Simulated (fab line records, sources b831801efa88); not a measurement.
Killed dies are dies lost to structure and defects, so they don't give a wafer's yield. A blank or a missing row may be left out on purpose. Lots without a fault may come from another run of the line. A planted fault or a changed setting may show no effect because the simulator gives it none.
Tool commonality check | flow gf180mcu | 13 lots, 45 wafers sampled

WHY IT WAS OPENED
At GF_LVPWELL_TW_MEAS_11 the reading LVPWELL_TW is flagged on 2 of 13 lots. Wafers without a fault read 561, standard deviation 4.1.
Rule: a lot is flagged when every wafer of it that has a number lies more than 4 standard deviations from that mean, or none has a number. The other lots count as sound.

lot  | measured    | on            | LVPWELL_TW, wafer by wafer    | flag
L917 | day 4 01:30 | film_metro-04 | 561 560 559                   |
L918 | day 4 06:52 | film_metro-04 | 559 559 561                   |
L919 | day 4 13:33 | film_metro-04 | 559 562 561                   |
L921 | day 5 01:34 | film_metro-04 | 554 558 559                   |
L922 | day 5 05:25 | film_metro-04 | 558 555 558                   |
L924 | day 5 16:28 | film_metro-01 | 563 566 565                   |
L928 | day 6 16:03 | film_metro-01 | 566 563 564                   |
L929 | day 6 20:04 | film_metro-04 | 557 557 555                   |
L931 | day 7 11:22 | film_metro-01 | 566 570 565                   |
L932 | day 7 15:38 | film_metro-01 | 1622 1615 1603 1617 1615 1613 | FLAGGED
L933 | day 7 23:07 | film_metro-04 | 1588 1579 1590 1581 1589 1588 | FLAGGED
L935 | day 8 09:44 | film_metro-03 | 562 559 564                   |
L939 | day 9 07:56 | film_metro-03 | 562 561 560                   |
The numbers of the flagged lots are 1600 on average: +1039 against the usual, or +99 or more standard deviations.

WHICH TOOL RAN EACH LOT
The record holds 1 process step before the reading, out of a route of 602 steps. In each cell: the tool, then ch and the chambers that the sampled wafers went through, then the start.
lot  | flag    | GF_NWELL_COAT_02
L917 |         | litho_track-03 ch 0, day 3 06:11
L918 |         | litho_track-03 ch 0, day 3 09:56
L919 |         | litho_track-03 ch 0, day 3 16:53
L921 |         | litho_track-04 ch 0, day 4 04:40
L922 |         | litho_track-03 ch 0, day 4 09:02
L924 |         | litho_track-02 ch 0, day 4 18:10
L928 |         | litho_track-04 ch 0, day 5 16:37
L929 |         | litho_track-02 ch 0, day 5 20:28
L931 |         | litho_track-04 ch 0, day 6 10:40
L932 | FLAGGED | litho_track-02, day 6 14:38
L933 | FLAGGED | litho_track-04, day 6 22:04
L935 |         | litho_track-04 ch 0, day 7 08:14
L939 |         | litho_track-04 ch 0, day 8 06:35
What these steps do:
- GF_NWELL_COAT_02: resist thk 3021 nm.
- GF_LVPWELL_TW_MEAS_11

FLAGGED OVER TOTAL, TOOL BY TOOL (the gauges that took the reading come last)
step                  | tool           | lots run | flagged | share of the flagged lots | sound lots run after its first flagged lot
GF_NWELL_COAT_02      | litho_track-02 | 3        | 1       | some                      | 0
GF_NWELL_COAT_02      | litho_track-03 | 4        | 0       | none                      | -
GF_NWELL_COAT_02      | litho_track-04 | 6        | 1       | some                      | 2 (L935,L939)
GF_LVPWELL_TW_MEAS_11 | film_metro-01  | 4        | 1       | some                      | 0
GF_LVPWELL_TW_MEAS_11 | film_metro-03  | 2        | 0       | none                      | -
GF_LVPWELL_TW_MEAS_11 | film_metro-04  | 7        | 1       | some                      | 0

WHAT THE TABLE ALLOWS
No row of the table ran every flagged lot.

WHAT THE SIMULATOR HAD PUT IN
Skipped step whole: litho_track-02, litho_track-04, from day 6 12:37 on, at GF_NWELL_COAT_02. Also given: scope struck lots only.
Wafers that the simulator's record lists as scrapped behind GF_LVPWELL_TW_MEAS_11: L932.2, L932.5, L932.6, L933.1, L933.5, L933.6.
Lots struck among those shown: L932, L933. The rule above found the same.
